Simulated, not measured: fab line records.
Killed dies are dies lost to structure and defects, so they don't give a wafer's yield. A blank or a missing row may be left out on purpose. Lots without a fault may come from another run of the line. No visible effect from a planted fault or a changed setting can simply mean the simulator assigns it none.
Comparing a struck lot with a sound one + flow sky130 + 22 steps out of a route of 708
Sound: these wafers, L219.1, L219.4, L219.6. Wafers struck: L225.2, L225.4, L225.5. The cause is given at the end.
Per side, at each step with rows, come the tool, then ch with its chambers, and then its first start. Under that, the readings that differ: sound wafers + struck wafers + difference of the means + sigmas: that difference in standard deviations of wafers without a fault.
alike: a reading whose means differ by less than 2 such deviations, as well as words and numbers matching on both sides. not compared: withheld readings; readings where some wafer has no value; bounds like >300 that might hide an equal value; numbers whose values overlap and for which the record gives no deviation.
Wherever a step has rows on one side only, a row that says differs or no value, or a row with sigmas, the two part there. Numbers that have no deviation but don't overlap get no sigmas and don't part them. A reading that every wafer of one side lacks parts them only if that side has two wafers or more.

first, 1 step without rows for these wafers: SKY_LOCAL_INTERCONNECT_CLEAN_18 (cleans in O3/DIW).
SKY_CONTACT_CVD_00: deposits Si3N4, target thk 75 nm.
  sound on pecvd-01 ch 0,2, day 30 19:47; struck on pecvd-02 ch 0,1,2, day 32 16:18
  alike: heater_power_w
SKY_CONTACT_THK_MEAS_01:
  sound: film_metro-03 at day 30 19:50; struck: film_metro-03 at day 32 16:20
  alike: CONTACT_CVD_00_THK
then, 1 step without rows for these wafers: SKY_CONTACT_HDPCVD_02 (deposits SiO2, target thk 565 nm, time 94.2 s).
SKY_CONTACT_THK_MEAS_03:
  sound: film_metro-04 at day 30 19:58; struck: film_metro-01 at day 32 16:28
  alike: CONTACT_HDPCVD_THK
SKY_CONTACT_CMP_04: polishes SiO2.
  sound on cmp-02 ch 1,2,3, day 30 20:09; struck on cmp-01 ch 0,1,3, day 32 16:37
  alike: motor_current_A, platen_rpm, time_to_endpoint_s
SKY_CONTACT_BOW_MEAS_05:
  sound: film_metro-01 at day 30 20:24; struck: film_metro-03 at day 32 16:50
  alike: CONTACT_BOW
then, 5 steps without rows for these wafers: SKY_CONTACT_DEHYDRATE_06 (time 60 s); SKY_CONTACT_HMDS_07 (prime time 60 s); SKY_CONTACT_COAT_08 (resist thk 60 nm); SKY_CONTACT_COAT_09 (resist thk 450 nm); SKY_CONTACT_SOFTBAKE_10 (time 90 s).
SKY_CONTACT_EXPOSE_11: exposes mask CTM1, target cd 170 nm.
  sound on krf_scanner-01 ch 0, day 31 10:35; struck on krf_scanner-01 ch 0, day 33 06:22
| reading              | sound             | struck            | difference | sigmas      |
|----------------------|-------------------|-------------------|------------|-------------|
| exposure_dose_mJ_cm2 | 38.02 37.99 38.01 | 43.28 43.33 43.29 | +5.29      | +99 or more |
  alike: mask
then, 2 steps without rows for these wafers: SKY_CONTACT_PEB_12; SKY_CONTACT_DEVELOP_13 (develop time 60 s).
SKY_CONTACT_CD_MEAS_14: target cd 170 nm.
  sound: cd_sem-02 at day 31 23:40; struck: cd_sem-02 at day 33 19:25
| reading    | sound             | struck            | difference | sigmas |
|------------|-------------------|-------------------|------------|--------|
| cd_nm (nm) | 168.4 171.2 170.3 | 194.3 194.1 194.8 | +24.4      | +19    |
SKY_CONTACT_OVL_MEAS_15:
  sound: overlay-01 at day 31 23:47; struck: overlay-02 at day 33 19:31
  alike: CONTACT_OVL
SKY_CONTACT_ETCH_16: etches BARC in N2/H2, stops on SiO2, time 45.9 s, target depth 60 nm.
  sound on rie_diel-01 ch 1,3, day 31 23:49; struck on rie_diel-03 ch 0,1,3, day 33 19:33
| reading                  | sound             | struck            | difference | sigmas |
|--------------------------|-------------------|-------------------|------------|--------|
| model.CONTACT.cd_nm (nm) | 168.4 170.8 170.3 | 194.3 193.9 194.7 | +24.5      |        |
  alike: drypump_motor_current_A, oes_product_au, throttle_valve_pct
  not compared: rf_hours_counter_h
SKY_CONTACT_ETCH_17: etches SiO2 in C4F8/O2/Ar, stops on Si3N4, target depth 340 nm.
  sound on rie_diel-01 ch 1,3, day 31 23:52; struck on rie_diel-03 ch 0,1,3, day 33 19:35
  alike: oes_product_au
SKY_CONTACT_ETCH_18: etches Si3N4 in CHF3/O2, stops on TiN, time 39 s, target depth 75 nm.
  sound on rie_diel-01 ch 1,3; struck on rie_diel-03 ch 0,1,3
| reading                  | sound           | struck            | difference | sigmas |
|--------------------------|-----------------|-------------------|------------|--------|
| model.CONTACT.cd_nm (nm) | 168.6 171 170.5 | 194.2 193.7 194.8 | +24.2      |        |
  alike: O2_flow_sccm, drypump_motor_current_A, oes_product_au, throttle_valve_pct
  not compared: rf_hours_counter_h
SKY_CONTACT_STRIP_19: strips in O2/N2.
  sound on plasma_asher-03 ch 0,1, day 31 23:57; struck on plasma_asher-04 ch 1, day 33 19:41
  alike: drypump_motor_current_A, oes_product_au, strip_time_to_endpoint_s
  not compared: rf_hours_counter_h
-- the record jumps here: 14 days lie between the struck wafers' starts before and after (it left off in module CONTACT and takes up again in module PAD_OPEN, whose first step shown is number 708 of the route) --
SKY_PAD_OPEN_PROBE_99:
  sound: prober-02 at day 46 02:47; struck: prober-01 at day 47 10:18
| reading                       | sound             | struck            | difference | sigmas |
|-------------------------------|-------------------|-------------------|------------|--------|
| killed_at_contacts            | 26 30 21          | 91 79 85          | +59        | +12    |
| killed_dies                   | 93 88 78          | 139 144 148       | +57        | +6     |
| killed_on_rim                 | 25 18 14          | 54 48 52          | +32        | +9     |
| model.etest.mcon_chain.rc_ohm | 16.87 16.83 16.64 | 14.24 14.41 14.42 | -2.42      |        |
  alike: killed_at_M0_to_M3, killed_at_M4_up, killed_at_front_end, killed_at_other, killed_open, killed_short

WHERE THEY PART
At SKY_CONTACT_EXPOSE_11 first; at SKY_PAD_OPEN_PROBE_99 last (within this record only).

WHY: what had been put in by the simulator
Drift in process parameters on krf_scanner-01 at SKY_CONTACT_EXPOSE_11, starting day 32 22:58. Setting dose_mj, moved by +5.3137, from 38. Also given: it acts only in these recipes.
